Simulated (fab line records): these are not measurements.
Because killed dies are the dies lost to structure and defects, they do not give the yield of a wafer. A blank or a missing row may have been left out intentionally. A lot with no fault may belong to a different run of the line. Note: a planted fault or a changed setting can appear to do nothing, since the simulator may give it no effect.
A struck lot beside a sound one / flow sky130 / 27 out of 708 route steps
Sound: wafers L663.3, L663.4, L663.6. Wafers struck: L673.5, L673.6. The cause is given at the end.
At each step with rows: each side's tool, then ch and its chambers, then its first start. Under that, the readings that differ: sound wafers / struck wafers / difference of the means / sigmas: that difference in standard deviations of wafers without a fault.
alike: same words and numbers on both sides, and readings whose means sit less than 2 such deviations apart. not compared: any withheld reading, any reading some wafer has no value for, any bound like >300 that may hide the same value, and any number with overlapping values for which the record gives no deviation.
Wherever a step has rows on one side only, a row that says differs or no value, or a row with sigmas, the two part there. When numbers do not overlap yet have no deviation, they are printed without sigmas and do not part them. A reading missing from all wafers of one side parts the sides only when that side holds two or more wafers.

first, 2 steps without rows for these wafers: SKY_LDD_LDN_PEB_05; SKY_LDD_LDN_DEVELOP_06 (develop time 60 s).
SKY_LDD_LDN_OVL_MEAS_07:
  sound on overlay-02, day 27 02:16; struck on overlay-02, day 30 06:14
  alike: LDD_LDN_OVL
then, 4 steps without rows for these wafers: SKY_LDD_LDN_IMPLANT_08; SKY_LDD_LDN_IMPLANT_09; SKY_LDD_LDN_IMPLANT_10; SKY_LDD_LDN_IMPLANT_11.
SKY_LDD_LDN_STRIP_12: strips in O2/N2.
  sound on plasmaAsher-01 ch 0,1, day 27 02:56; struck on plasmaAsher-04 ch 0,1, day 30 06:55
  alike: drypumpMotorCurrentA, oesProductAu, stripTimeToEndpointS
  not compared: rfHoursCounterH
SKY_LDD_LDN_TW_MEAS_13:
  sound on filmMetro-01, day 27 03:01; struck on filmMetro-01, day 30 06:59
  alike: LDD_LDN_TW
then, 2 steps without rows for these wafers: SKY_LDD_LDN_CLEAN_14 (cleans in SC1/SC2, time 150 s); SKY_SPACER_CVD_00 (deposits Si3N4 from DCS/NH3, target thk 43.1 nm, time 740 s).
SKY_SPACER_THK_MEAS_01:
  sound on filmMetro-03, day 27 08:32; struck on filmMetro-01, day 30 12:43
  alike: SPACER_CVD_00_THK
SKY_SPACER_ETCHBACK_02: etches Si3N4 in CH3F/O2, stops on SiO2, time 46.7 s, target depth 45 nm.
  sound on rieDiel-02 ch 0,1, day 27 08:34; struck on rieDiel-02 ch 0,1, day 30 12:46
reading=model.SiO2_of_SONOS_ONO_CVD_04.thkNm (nm); sound=4.276 4.182 4.225; struck=1.256 1.344; difference=-2.928; sigmas=
  alike: drypumpMotorCurrentA, oesProductAu, throttleValvePct
  not compared: rfHoursCounterH
then, 8 steps without rows for these wafers: SKY_POLY_CUT_DEHYDRATE_00 (time 60 s); SKY_POLY_CUT_HMDS_01 (prime time 60 s); SKY_POLY_CUT_COAT_02 (resist thk 60 nm); SKY_POLY_CUT_COAT_03 (resist thk 450 nm); SKY_POLY_CUT_SOFTBAKE_04 (time 90 s); SKY_POLY_CUT_EXPOSE_05 (exposes mask NPCM, target cd 270 nm); SKY_POLY_CUT_PEB_06; SKY_POLY_CUT_DEVELOP_07 (develop time 60 s).
SKY_POLY_CUT_CD_MEAS_08 targets a cd of 270 nm.
  sound on cdSem-02, day 28 13:05; struck on cdSem-02, day 31 16:09
  alike: cdNm
SKY_POLY_CUT_OVL_MEAS_09:
  sound on overlay-02, day 28 13:11; struck on overlay-01, day 31 16:13
reading=POLY_CUT_OVL (nm); sound=-1 7 9; struck=-5 -4; difference=-10; sigmas=-2
SKY_POLY_CUT_ETCH_10: etches BARC in N2/H2, stops on SiO2, time 45.9 s, target depth 60 nm.
  sound on rieDiel-01 ch 1,3, day 28 13:12; struck on rieDiel-04 ch 0,3, day 31 16:15
  alike: drypumpMotorCurrentA, oesProductAu, throttleValvePct
  not compared: rfHoursCounterH
SKY_POLY_CUT_ETCH_11: etches Si3N4 in CF4/CH2F2/Ar, stops on poly-Si, time 42.5 s, target depth 60 nm.
  sound on rieDiel-01 ch 1,3, day 28 13:15; struck on rieDiel-04 ch 0,3, day 31 16:17
reading=oesProductAu (a.u.); sound=0.830 0.823 0.826; struck=0.768 0.779; difference=-0.053; sigmas=-7
reading=model.POLY_CUT.featureDepthNm (nm); sound=61.96 61.48 61.85; struck=53.95 54.81; difference=-7.38; sigmas=
reading=model.etch.depthNm (nm); sound=61.96 61.48 61.85; struck=53.95 54.81; difference=-7.38; sigmas=
  alike: drypumpMotorCurrentA, throttleValvePct
  not compared: rfHoursCounterH
SKY_POLY_CUT_STRIP_12: strips in O2/N2.
  sound on plasmaAsher-02 ch 0,1, day 28 13:19; struck on plasmaAsher-02 ch 0,1, day 31 16:23
  alike: drypumpMotorCurrentA, oesProductAu, stripTimeToEndpointS
  not compared: rfHoursCounterH
-- record jumps: 19 days separate the struck wafers' starts on either side; left off in module POLY_CUT, taken up again in module PAD_OPEN, whose first shown step is the route's number 708 --
SKY_PAD_OPEN_PROBE_99:
  sound on prober-01, day 48 16:08; struck on prober-01, day 50 16:52
reading=model.etest.pfet_01v8.rOnOhmUm; sound=2835 2896 2823; struck=2670 2659; difference=-187; sigmas=
reading=model.etest.nfetG5v0d10v5.rOnOhmUm; sound=1868 1910 1890; struck=1826 1829; difference=-62; sigmas=
reading=model.etest.sonosUncharged.rOnOhmUm; sound=799.4 831.2 797.4; struck=771.2 769.8; difference=-38.8; sigmas=
reading=model.etest.resPdiff.lineOhmUm; sound=1352 1364 1336; struck=1329 1333; difference=-20; sigmas=
reading=model.etest.pfet_01v8.driveUaUm; sound=199.6 192.9 195.6; struck=210 212.4; difference=+15; sigmas=
reading=model.etest.resNdiff.lineOhmUm; sound=768.3 770.4 768; struck=743.7 738.6; difference=-27.7; sigmas=
reading=model.etest.pfet_01v8_hvt.driveUaUm; sound=148.9 144.2 147.8; struck=158.5 158; difference=+11.3; sigmas=
  not compared: model.etest.nfet_01v8_lvt.driveUaUm

WHERE THEY PART
First at SKY_POLY_CUT_OVL_MEAS_09; last, within this record, at SKY_POLY_CUT_ETCH_11. Later steps at which nothing parts them and some readings are alike: SKY_POLY_CUT_STRIP_12.

WHY: the cause the simulator had injected
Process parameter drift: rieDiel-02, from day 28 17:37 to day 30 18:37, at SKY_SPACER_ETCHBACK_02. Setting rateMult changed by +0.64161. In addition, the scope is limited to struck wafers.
